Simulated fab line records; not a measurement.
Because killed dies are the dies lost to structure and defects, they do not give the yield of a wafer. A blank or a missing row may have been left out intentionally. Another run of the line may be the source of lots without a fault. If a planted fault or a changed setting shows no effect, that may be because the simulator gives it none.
fab line records ; flow gf180mcu
record lots=24; wafers=72; lastDay=34
route steps=602 shown V1@358 V4@501 V5@554 TOP_METAL@581 PASSIVATION@601
lots that met no fault: taken from a fault-free run of the same line
startH: start of the lot's first displayed wafer, in hours after the record's first day ; waitH: hours from the lot's prior step to this one ; " as in the row above ; L1.1+2: one row covering several wafers at once ; - value missing, or start not given ; * or withheld: withheld ; < > ~ a bound
route shown NAME@n: a module of which the file shows steps, and the number in the route of the first ; usual: average and standard deviation across the fault-free wafers ; same: alike in all rows ; chamber/n: place in a boat ; sites: the reading at each site ; _std_site: standard deviation across them ; _edge_site: inner sites' mean taken away from outer sites' mean ; radiusMm: for every site, how far away it sits from the centre of the wafer ; mask NAME#n: copy n ; behind: the last tool/chamber to shape the wafer ; hold: why the lot was held/for how many hours/how that ended ; device: names the non-switching transistor (n, p or np) ; end of line: the tests these same wafers got at the end of their route ; where a step has no rows: the recipe by itself ; killed: not the wafer's yield, but the dies lost to structure and defects at the first sort ; map: the dies of a wafer, with x for killed, . for not killed, _ for no die there
set.NAME: setting as actually run; set.NAME@STEP: the setting as run at that earlier step ; model.NAME: the simulator's own value behind a step, which no gauge read
steps of the route over a sample of lots; a table a step, a row a wafer
services: a tool's chamber out of use, with start hour (startH, from the record's first day; less than 0 if before it), hours out, and reason
## steps
# step GF_V1_CVD_23
# recipe material=W; targetThkNm=350; timeS=105.05; tempC=400; pressureTorr=40
# usual heaterPowerW=848/40
lot.wafer;tool;chamber;startH;waitH;heaterPowerW
L074.2;cvdW-02;0;415.18;0.0;772
L074.3;cvdW-02;0;415.18;0.0;768
L074.5;cvdW-02;1;415.18;0.0;896
L075.2;cvdW-02;0;428.57;0.0;781
L075.4;cvdW-02;0;428.57;0.0;806
L075.5;cvdW-02;0;428.57;0.0;778
L076.2;cvdW-01;0;437.69;0.0;875
L076.4;cvdW-01;1;437.69;0.0;859
L076.5;cvdW-01;1;437.69;0.0;848
L077.1;cvdW-02;1;442.31;0.0;872
L077.4;cvdW-02;0;442.31;0.0;783
L077.6;cvdW-02;1;442.31;0.0;880
L078.2;cvdW-02;1;456.13;0.0;868
L078.3;cvdW-02;0;456.13;0.0;796
L078.6;cvdW-02;0;456.13;0.0;769
L079.2;cvdW-01;1;458.59;0.0;857
L079.3;cvdW-01;0;458.59;0.0;877
L079.6;cvdW-01;0;458.59;0.0;868
L080.3;cvdW-01;0;475.31;0.1;859
L080.5;cvdW-01;0;475.31;0.1;853
L080.6;cvdW-01;1;475.31;0.1;859
L081.1;cvdW-02;1;485.71;0.0;874
L081.3;cvdW-02;0;485.71;0.0;798
L081.5;cvdW-02;0;485.71;0.0;784
L082.1;cvdW-01;0;499.17;0.0;863
L082.2;cvdW-01;1;499.17;0.0;858
L082.6;cvdW-01;0;499.17;0.0;852
L083.2;cvdW-01;1;507.48;0.0;846
L083.4;cvdW-01;1;507.48;0.0;874
L083.5;cvdW-01;0;507.48;0.0;879
L084.3;cvdW-01;1;513.12;0.1;863
L084.4;cvdW-01;0;513.12;0.1;861
L084.6;cvdW-01;1;513.12;0.1;860
L085.2;cvdW-02;0;529.76;0.0;785
L085.3;cvdW-02;1;529.76;0.0;903
L085.5;cvdW-02;1;529.76;0.0;882
L086.1;cvdW-01;1;537.43;0.0;882
L086.3;cvdW-01;1;537.43;0.0;843
L086.4;cvdW-01;0;537.43;0.0;846
L087.2;cvdW-02;1;545.95;0.0;901
L087.5;cvdW-02;0;545.95;0.0;809
L087.6;cvdW-02;1;545.95;0.0;876
L089.2;cvdW-01;0;556.41;0.0;878
L089.4;cvdW-01;1;556.41;0.0;850
L089.6;cvdW-01;0;556.41;0.0;860
L088.2;cvdW-02;1;558.26;0.0;876
L088.3;cvdW-02;1;558.26;0.0;908
L088.6;cvdW-02;0;558.26;0.0;814
L090.2;cvdW-02;1;561.26;0.0;888
L090.3;cvdW-02;1;561.26;0.0;894
L090.4;cvdW-02;0;561.26;0.0;788
L092.2;cvdW-02;0;577.46;0.0;794
L092.3;cvdW-02;0;577.46;0.0;806
L092.5;cvdW-02;0;577.46;0.0;805
L091.1;cvdW-02;0;578.54;0.0;803
L091.2;cvdW-02;1;578.54;0.0;886
L091.4;cvdW-02;1;578.54;0.0;872
L093.1;cvdW-02;1;582.82;0.0;881
L093.3;cvdW-02;0;582.82;0.0;783
L093.6;cvdW-02;1;582.82;0.0;863
L094.2;cvdW-02;1;590.56;0.0;891
L094.5;cvdW-02;0;590.56;0.0;817
L094.6;cvdW-02;1;590.56;0.0;884
L095.2;cvdW-01;1;600.34;0.0;859
L095.4;cvdW-01;1;600.34;0.0;871
L095.6;cvdW-01;1;600.34;0.0;868
L096.3;cvdW-02;0;607.35;0.1;797
L096.4;cvdW-02;1;607.35;0.1;884
L096.5;cvdW-02;0;607.35;0.1;794
L097.1;cvdW-02;0;612.45;0.0;792
L097.4;cvdW-02;1;612.45;0.0;905
L097.5;cvdW-02;0;612.45;0.0;801
# step GF_V4_THK_MEAS_25
# recipe thkMeasGauge=xrf; reads=W_of_V4_CVD_23
# usual V4_W_THK=345/5.2
lot.wafer;tool;chamber;startH;waitH;V4_W_THK[nm]
L074.2;filmMetro-03;-;565.74;0.1;349
L074.3;filmMetro-03;-;565.74;0.1;356
L074.5;filmMetro-03;-;565.74;0.1;354
L075.2;filmMetro-03;-;578.97;0.1;343
L075.4;filmMetro-03;-;578.97;0.1;347
L075.5;filmMetro-03;-;578.97;0.1;343
L076.2;filmMetro-03;-;584.95;0.1;347
L076.4;filmMetro-03;-;584.95;0.1;352
L076.5;filmMetro-03;-;584.95;0.1;351
L077.1;filmMetro-02;-;589.60;0.1;345
L077.4;filmMetro-02;-;589.60;0.1;351
L077.6;filmMetro-02;-;589.60;0.1;349
L078.2;filmMetro-01;-;604.35;0.1;341
L078.3;filmMetro-01;-;604.35;0.1;337
L078.6;filmMetro-01;-;604.35;0.1;344
L079.2;filmMetro-02;-;605.06;0.1;361
L079.3;filmMetro-02;-;605.06;0.1;352
L079.6;filmMetro-02;-;605.06;0.1;344
L080.3;filmMetro-03;-;622.61;0.1;351
L080.5;filmMetro-03;-;622.61;0.1;352
L080.6;filmMetro-03;-;622.61;0.1;351
L081.1;filmMetro-01;-;628.07;0.1;346
L081.3;filmMetro-01;-;628.07;0.1;338
L081.5;filmMetro-01;-;628.07;0.1;343
L082.1;filmMetro-02;-;643.73;0.1;349
L082.2;filmMetro-02;-;643.73;0.1;357
L082.6;filmMetro-02;-;643.73;0.1;346
L083.2;filmMetro-03;-;647.14;0.1;345
L083.4;filmMetro-03;-;647.14;0.1;342
L083.5;filmMetro-03;-;647.14;0.1;345
L084.3;filmMetro-01;-;651.00;0.1;344
L084.4;filmMetro-01;-;651.00;0.1;343
L084.6;filmMetro-01;-;651.00;0.1;345
L085.2;filmMetro-01;-;667.03;0.1;335
L085.3;filmMetro-01;-;667.03;0.1;339
L085.5;filmMetro-01;-;667.03;0.1;339
L086.1;filmMetro-01;-;671.98;0.1;346
L086.3;filmMetro-01;-;671.98;0.1;336
L086.4;filmMetro-01;-;671.98;0.1;346
L087.2;filmMetro-01;-;684.95;0.1;339
L087.5;filmMetro-01;-;684.95;0.1;336
L087.6;filmMetro-01;-;684.95;0.1;339
L089.2;filmMetro-01;-;690.45;0.1;339
L089.4;filmMetro-01;-;690.45;0.1;334
L089.6;filmMetro-01;-;690.45;0.1;344
L088.2;filmMetro-03;-;691.07;0.1;350
L088.3;filmMetro-03;-;691.07;0.1;344
L088.6;filmMetro-03;-;691.07;0.1;347
L090.2;filmMetro-03;-;692.85;0.1;348
L090.3;filmMetro-03;-;692.85;0.1;344
L090.4;filmMetro-03;-;692.85;0.1;358
L092.2;filmMetro-03;-;709.30;0.1;343
L092.3;filmMetro-03;-;709.30;0.1;349
L092.5;filmMetro-03;-;709.30;0.1;338
L091.1;filmMetro-03;-;710.24;0.1;346
L091.2;filmMetro-03;-;710.24;0.1;353
L091.4;filmMetro-03;-;710.24;0.1;347
L093.1;filmMetro-03;-;712.88;0.1;345
L093.3;filmMetro-03;-;712.88;0.1;348
L093.6;filmMetro-03;-;712.88;0.1;344
L094.2;filmMetro-01;-;716.64;0.1;350
L094.5;filmMetro-01;-;716.64;0.1;346
L094.6;filmMetro-01;-;716.64;0.1;352
L095.2;filmMetro-01;-;728.39;0.1;344
L095.4;filmMetro-01;-;728.39;0.1;342
L095.6;filmMetro-01;-;728.39;0.1;343
L096.3;filmMetro-01;-;733.20;0.1;338
L096.4;filmMetro-01;-;733.20;0.1;348
L096.5;filmMetro-01;-;733.20;0.1;339
L097.1;filmMetro-01;-;735.23;0.1;345
L097.4;filmMetro-01;-;735.23;0.1;346
L097.5;filmMetro-01;-;735.23;0.1;341
# step GF_V5_CD_MEAS_14
# recipe targetCdNm=260
# usual cdNm=259.9/1.4
lot.wafer;tool;chamber;startH;waitH;cdNm
L074.2;cdSem-02;-;630.05;0.1;259.0
L074.3;cdSem-02;-;630.05;0.1;259.7
L074.5;cdSem-02;-;630.05;0.1;258.9
L075.2;cdSem-01;-;644.81;0.1;256.6
L075.4;cdSem-01;-;644.81;0.1;257.6
L075.5;cdSem-01;-;644.81;0.1;258.0
L076.2;cdSem-01;-;650.20;0.1;258.6
L076.4;cdSem-01;-;650.20;0.1;259.3
L076.5;cdSem-01;-;650.20;0.1;258.7
L077.1;cdSem-02;-;653.26;0.1;259.3
L077.4;cdSem-02;-;653.26;0.1;257.7
L077.6;cdSem-02;-;653.26;0.1;258.1
L078.2;cdSem-01;-;668.20;0.1;258.7
L078.3;cdSem-01;-;668.20;0.1;259.6
L078.6;cdSem-01;-;668.20;0.1;258.7
L079.2;cdSem-01;-;668.58;0.1;257.8
L079.3;cdSem-01;-;668.58;0.1;257.2
L079.6;cdSem-01;-;668.58;0.1;257.6
L080.3;cdSem-01;-;684.43;0.1;260.3
L080.5;cdSem-01;-;684.43;0.1;262.0
L080.6;cdSem-01;-;684.43;0.1;261.6
L081.1;cdSem-01;-;689.51;0.1;261.0
L081.3;cdSem-01;-;689.51;0.1;261.0
L081.5;cdSem-01;-;689.51;0.1;262.4
L082.1;cdSem-02;-;703.16;0.1;262.4
L082.2;cdSem-02;-;703.16;0.1;261.8
L082.6;cdSem-02;-;703.16;0.1;263.3
L083.2;cdSem-02;-;707.75;0.1;258.8
L083.4;cdSem-02;-;707.75;0.1;258.5
L083.5;cdSem-02;-;707.75;0.1;259.2
L084.3;cdSem-01;-;711.58;0.1;260.9
L084.4;cdSem-01;-;711.58;0.1;261.2
L084.6;cdSem-01;-;711.58;0.1;260.5
L085.2;cdSem-01;-;727.03;0.1;259.5
L085.3;cdSem-01;-;727.03;0.1;260.8
L085.5;cdSem-01;-;727.03;0.1;261.4
L086.1;cdSem-01;-;730.01;0.1;259.4
L086.3;cdSem-01;-;730.01;0.1;259.6
L086.4;cdSem-01;-;730.01;0.1;260.9
L087.2;cdSem-02;-;740.73;0.1;261.1
L087.5;cdSem-02;-;740.73;0.1;260.8
L087.6;cdSem-02;-;740.73;0.1;261.5
L089.2;cdSem-01;-;746.35;0.1;260.5
L089.4;cdSem-01;-;746.35;0.1;260.4
L089.6;cdSem-01;-;746.35;0.1;259.9
L088.2;cdSem-01;-;747.35;0.1;258.3
L088.3;cdSem-01;-;747.35;0.1;260.0
L088.6;cdSem-01;-;747.35;0.1;259.2
L090.2;cdSem-01;-;749.76;0.1;261.6
L090.3;cdSem-01;-;749.76;0.1;261.3
L090.4;cdSem-01;-;749.76;0.1;262.1
L092.2;cdSem-02;-;766.56;0.1;258.3
L092.3;cdSem-02;-;766.56;0.1;259.5
L092.5;cdSem-02;-;766.56;0.1;258.4
L091.1;cdSem-01;-;767.23;0.1;258.9
L091.2;cdSem-01;-;767.23;0.1;258.9
L091.4;cdSem-01;-;767.23;0.1;258.5
L093.1;cdSem-02;-;768.21;0.2;260.3
L093.3;cdSem-02;-;768.21;0.2;259.1
L093.6;cdSem-02;-;768.21;0.2;260.1
L094.2;cdSem-02;-;773.38;0.1;258.4
L094.5;cdSem-02;-;773.38;0.1;258.4
L094.6;cdSem-02;-;773.38;0.1;257.4
L095.2;cdSem-02;-;780.21;0.1;262.4
L095.4;cdSem-02;-;780.21;0.1;260.9
L095.6;cdSem-02;-;780.21;0.1;260.8
L096.3;cdSem-01;-;786.27;0.1;261.0
L096.4;cdSem-01;-;786.27;0.1;260.6
L096.5;cdSem-01;-;786.27;0.1;261.3
L097.1;cdSem-02;-;787.70;0.1;259.7
L097.4;cdSem-02;-;787.70;0.1;259.4
L097.5;cdSem-02;-;787.70;0.1;261.5
# step GF_V5_RS_MEAS_24
# recipe thkMeasGauge=four-point-probe; reads=W_of_V5_CVD_23+TiN_of_V5_SPUTTER_22+Ti_of_V5_SPUTTER_21
# usual V5_W_RS=0.326/0.0038
lot.wafer;tool;chamber;startH;waitH;V5_W_RS[ohm/sq]
L074.2;filmMetro-04;-;631.10;0.1;0.327
L074.3;filmMetro-04;-;631.10;0.1;0.326
L074.5;filmMetro-04;-;631.10;0.1;0.329
L075.2;filmMetro-04;-;645.90;0.1;0.324
L075.4;filmMetro-04;-;645.90;0.1;0.324
L075.5;filmMetro-04;-;645.90;0.1;0.321
L076.2;filmMetro-02;-;651.25;0.1;0.330
L076.4;filmMetro-02;-;651.25;0.1;0.329
L076.5;filmMetro-02;-;651.25;0.1;0.332
L077.1;filmMetro-04;-;654.65;0.1;0.327
L077.4;filmMetro-04;-;654.65;0.1;0.326
L077.6;filmMetro-04;-;654.65;0.1;0.324
L078.2;filmMetro-03;-;669.38;0.1;0.323
L078.3;filmMetro-03;-;669.38;0.1;0.324
L078.6;filmMetro-03;-;669.38;0.1;0.330
L079.2;filmMetro-03;-;669.64;0.1;0.321
L079.3;filmMetro-03;-;669.64;0.1;0.328
L079.6;filmMetro-03;-;669.64;0.1;0.325
L080.3;filmMetro-03;-;685.48;0.1;0.335
L080.5;filmMetro-03;-;685.48;0.1;0.322
L080.6;filmMetro-03;-;685.48;0.1;0.333
L081.1;filmMetro-04;-;690.60;0.1;0.323
L081.3;filmMetro-04;-;690.60;0.1;0.328
L081.5;filmMetro-04;-;690.60;0.1;0.321
L082.1;filmMetro-02;-;704.22;0.1;0.329
L082.2;filmMetro-02;-;704.22;0.1;0.322
L082.6;filmMetro-02;-;704.22;0.1;0.329
L083.2;filmMetro-03;-;708.96;0.1;0.328
L083.4;filmMetro-03;-;708.96;0.1;0.325
L083.5;filmMetro-03;-;708.96;0.1;0.322
L084.3;filmMetro-04;-;712.63;0.1;0.329
L084.4;filmMetro-04;-;712.63;0.1;0.327
L084.6;filmMetro-04;-;712.63;0.1;0.328
L085.2;filmMetro-02;-;728.08;0.1;0.325
L085.3;filmMetro-02;-;728.08;0.1;0.327
L085.5;filmMetro-02;-;728.08;0.1;0.328
L086.1;filmMetro-03;-;731.06;0.1;0.329
L086.3;filmMetro-03;-;731.06;0.1;0.327
L086.4;filmMetro-03;-;731.06;0.1;0.322
L087.2;filmMetro-03;-;741.78;0.1;0.320
L087.5;filmMetro-03;-;741.78;0.1;0.320
L087.6;filmMetro-03;-;741.78;0.1;0.324
L089.2;filmMetro-04;-;747.44;0.1;0.319
L089.4;filmMetro-04;-;747.44;0.1;0.328
L089.6;filmMetro-04;-;747.44;0.1;0.328
L088.2;filmMetro-04;-;748.69;0.1;0.329
L088.3;filmMetro-04;-;748.69;0.1;0.326
L088.6;filmMetro-04;-;748.69;0.1;0.325
L090.2;filmMetro-03;-;751.03;0.2;0.329
L090.3;filmMetro-03;-;751.03;0.2;0.328
L090.4;filmMetro-03;-;751.03;0.2;0.330
L092.2;filmMetro-03;-;767.61;0.1;0.331
L092.3;filmMetro-03;-;767.61;0.1;0.330
L092.5;filmMetro-03;-;767.61;0.1;0.334
L091.1;filmMetro-02;-;768.33;0.1;0.324
L091.2;filmMetro-02;-;768.33;0.1;0.324
L091.4;filmMetro-02;-;768.33;0.1;0.329
L093.1;filmMetro-02;-;769.29;0.1;0.329
L093.3;filmMetro-02;-;769.29;0.1;0.327
L093.6;filmMetro-02;-;769.29;0.1;0.324
L094.2;filmMetro-02;-;774.92;0.2;0.325
L094.5;filmMetro-02;-;774.92;0.2;0.324
L094.6;filmMetro-02;-;774.92;0.2;0.327
L095.2;filmMetro-04;-;781.26;0.1;0.331
L095.4;filmMetro-04;-;781.26;0.1;0.328
L095.6;filmMetro-04;-;781.26;0.1;0.330
L096.3;filmMetro-04;-;787.33;0.1;0.328
L096.4;filmMetro-04;-;787.33;0.1;0.329
L096.5;filmMetro-04;-;787.33;0.1;0.328
L097.1;filmMetro-02;-;788.79;0.1;0.319
L097.4;filmMetro-02;-;788.79;0.1;0.317
L097.5;filmMetro-02;-;788.79;0.1;0.324
# step GF_TOP_METAL_CD_MEAS_14
# recipe targetCdNm=440
# usual cdNm=439.9/2.4
lot.wafer;tool;chamber;startH;waitH;cdNm
L074.2;cdSem-01;-;652.15;0.1;440.4
L074.3;cdSem-01;-;652.15;0.1;441.8
L074.5;cdSem-01;-;652.15;0.1;440.7
L075.2;cdSem-01;-;665.80;0.1;440.3
L075.4;cdSem-01;-;665.80;0.1;441.2
L075.5;cdSem-01;-;665.80;0.1;439.5
L076.2;cdSem-02;-;671.62;0.1;437.1
L076.4;cdSem-02;-;671.62;0.1;438.4
L076.5;cdSem-02;-;671.62;0.1;438.7
L077.1;cdSem-02;-;675.13;0.1;442.0
L077.4;cdSem-02;-;675.13;0.1;444.1
L077.6;cdSem-02;-;675.13;0.1;442.7
L078.2;cdSem-02;-;689.51;0.1;444.7
L078.3;cdSem-02;-;689.51;0.1;441.5
L078.6;cdSem-02;-;689.51;0.1;442.1
L079.2;cdSem-01;-;689.81;0.1;443.2
L079.3;cdSem-01;-;689.81;0.1;444.2
L079.6;cdSem-01;-;689.81;0.1;442.3
L080.3;cdSem-02;-;704.68;0.1;437.3
L080.5;cdSem-02;-;704.68;0.1;438.9
L080.6;cdSem-02;-;704.68;0.1;440.4
L081.1;cdSem-02;-;709.95;0.1;437.9
L081.3;cdSem-02;-;709.95;0.1;437.3
L081.5;cdSem-02;-;709.95;0.1;439.0
L082.1;cdSem-01;-;725.53;0.1;437.1
L082.2;cdSem-01;-;725.53;0.1;436.1
L082.6;cdSem-01;-;725.53;0.1;434.8
L083.2;cdSem-01;-;729.25;0.1;437.5
L083.4;cdSem-01;-;729.25;0.1;436.3
L083.5;cdSem-01;-;729.25;0.1;436.7
L084.3;cdSem-01;-;731.39;0.1;440.1
L084.4;cdSem-01;-;731.39;0.1;440.1
L084.6;cdSem-01;-;731.39;0.1;439.6
L085.2;cdSem-01;-;746.65;0.1;439.9
L085.3;cdSem-01;-;746.65;0.1;439.9
L085.5;cdSem-01;-;746.65;0.1;441.0
L086.1;cdSem-02;-;748.69;0.1;440.4
L086.3;cdSem-02;-;748.69;0.1;440.1
L086.4;cdSem-02;-;748.69;0.1;439.5
L087.2;cdSem-01;-;758.85;0.1;445.0
L087.5;cdSem-01;-;758.85;0.1;443.2
L087.6;cdSem-01;-;758.85;0.1;443.3
L089.2;cdSem-01;-;763.80;0.1;440.3
L089.4;cdSem-01;-;763.80;0.1;439.9
L089.6;cdSem-01;-;763.80;0.1;441.5
L088.2;cdSem-02;-;764.85;0.1;435.5
L088.3;cdSem-02;-;764.85;0.1;435.1
L088.6;cdSem-02;-;764.85;0.1;436.9
L090.2;cdSem-02;-;769.70;0.1;437.9
L090.3;cdSem-02;-;769.70;0.1;438.2
L090.4;cdSem-02;-;769.70;0.1;438.9
L092.2;cdSem-01;-;784.52;0.1;438.9
L092.3;cdSem-01;-;784.52;0.1;439.6
L092.5;cdSem-01;-;784.52;0.1;439.2
L091.1;cdSem-01;-;785.28;0.1;439.5
L091.2;cdSem-01;-;785.28;0.1;442.0
L091.4;cdSem-01;-;785.28;0.1;441.5
L093.1;cdSem-02;-;785.85;0.1;440.0
L093.3;cdSem-02;-;785.85;0.1;440.1
L093.6;cdSem-02;-;785.85;0.1;442.1
L094.2;cdSem-01;-;791.70;0.1;438.8
L094.5;cdSem-01;-;791.70;0.1;437.4
L094.6;cdSem-01;-;791.70;0.1;434.9
L095.2;cdSem-01;-;797.26;0.1;438.7
L095.4;cdSem-01;-;797.26;0.1;438.2
L095.6;cdSem-01;-;797.26;0.1;440.9
L096.3;cdSem-01;-;803.38;0.1;440.4
L096.4;cdSem-01;-;803.38;0.1;440.5
L096.5;cdSem-01;-;803.38;0.1;442.7
L097.1;cdSem-02;-;805.10;0.1;441.8
L097.4;cdSem-02;-;805.10;0.1;438.8
L097.5;cdSem-02;-;805.10;0.1;443.1
# step GF_PASSIVATION_BOW_MEAS_14
# recipe mode=bow
# usual PASSIVATION_BOW=131/9.2
lot.wafer;tool;chamber;startH;waitH;PASSIVATION_BOW[um]
L074.2;filmMetro-01;-;675.57;0.0;129
L074.3;filmMetro-01;-;675.57;0.0;126
L074.5;filmMetro-01;-;675.57;0.0;125
L075.2;filmMetro-02;-;688.10;0.0;135
L075.4;filmMetro-02;-;688.10;0.0;137
L075.5;filmMetro-02;-;688.10;0.0;131
L076.2;filmMetro-01;-;693.77;0.0;137
L076.4;filmMetro-01;-;693.77;0.0;126
L076.5;filmMetro-01;-;693.77;0.0;130
L077.1;filmMetro-02;-;697.72;0.0;135
L077.4;filmMetro-02;-;697.72;0.0;128
L077.6;filmMetro-02;-;697.72;0.0;129
L078.2;filmMetro-01;-;711.07;0.0;128
L078.3;filmMetro-01;-;711.07;0.0;128
L078.6;filmMetro-01;-;711.07;0.0;127
L079.2;filmMetro-01;-;711.42;0.0;153
L079.3;filmMetro-01;-;711.42;0.0;140
L079.6;filmMetro-01;-;711.42;0.0;144
L080.3;filmMetro-03;-;724.97;0.0;129
L080.5;filmMetro-03;-;724.97;0.0;133
L080.6;filmMetro-03;-;724.97;0.0;155
L081.1;filmMetro-01;-;730.85;0.0;126
L081.3;filmMetro-01;-;730.85;0.0;121
L081.5;filmMetro-01;-;730.85;0.0;128
L082.1;filmMetro-02;-;745.38;0.0;127
L082.2;filmMetro-02;-;745.38;0.0;132
L082.6;filmMetro-02;-;745.38;0.0;112
L083.2;filmMetro-03;-;750.32;0.0;151
L083.4;filmMetro-03;-;750.32;0.0;142
L083.5;filmMetro-03;-;750.32;0.0;139
L084.3;filmMetro-03;-;751.97;0.0;125
L084.4;filmMetro-03;-;751.97;0.0;132
L084.6;filmMetro-03;-;751.97;0.0;130
L085.2;filmMetro-03;-;765.66;0.0;138
L085.3;filmMetro-03;-;765.66;0.0;133
L085.5;filmMetro-03;-;765.66;0.0;142
L086.1;filmMetro-01;-;767.94;0.0;152
L086.3;filmMetro-01;-;767.94;0.0;141
L086.4;filmMetro-01;-;767.94;0.0;149
L087.2;filmMetro-03;-;778.21;0.0;134
L087.5;filmMetro-03;-;778.21;0.0;129
L087.6;filmMetro-03;-;778.21;0.0;125
L089.2;filmMetro-01;-;783.00;0.0;125
L089.4;filmMetro-01;-;783.00;0.0;129
L089.6;filmMetro-01;-;783.00;0.0;124
L088.2;filmMetro-02;-;783.95;0.0;124
L088.3;filmMetro-02;-;783.95;0.0;125
L088.6;filmMetro-02;-;783.95;0.0;130
L090.2;filmMetro-03;-;788.90;0.0;121
L090.3;filmMetro-03;-;788.90;0.0;124
L090.4;filmMetro-03;-;788.90;0.0;122
L092.2;filmMetro-03;-;802.93;0.0;132
L092.3;filmMetro-03;-;802.93;0.0;135
L092.5;filmMetro-03;-;802.93;0.0;142
L091.1;filmMetro-01;-;803.24;0.0;127
L091.2;filmMetro-01;-;803.24;0.0;116
L091.4;filmMetro-01;-;803.24;0.0;117
L093.1;filmMetro-03;-;804.53;0.0;127
L093.3;filmMetro-03;-;804.53;0.0;124
L093.6;filmMetro-03;-;804.53;0.0;140
L094.2;filmMetro-02;-;810.26;0.0;130
L094.5;filmMetro-02;-;810.26;0.0;133
L094.6;filmMetro-02;-;810.26;0.0;115
L095.2;filmMetro-02;-;815.76;0.0;130
L095.4;filmMetro-02;-;815.76;0.0;135
L095.6;filmMetro-02;-;815.76;0.0;148
L096.3;filmMetro-02;-;821.38;0.0;128
L096.4;filmMetro-02;-;821.38;0.0;130
L096.5;filmMetro-02;-;821.38;0.0;131
L097.1;filmMetro-01;-;822.68;0.0;130
L097.4;filmMetro-01;-;822.68;0.0;122
L097.5;filmMetro-01;-;822.68;0.0;134
## services
tool;chamber;startH;hours;kind
cvdW-01;0;404.00;-;clean
cvdW-01;1;404.00;-;clean
cvdW-01;-;448.26;2.8;pm
## key
fault none
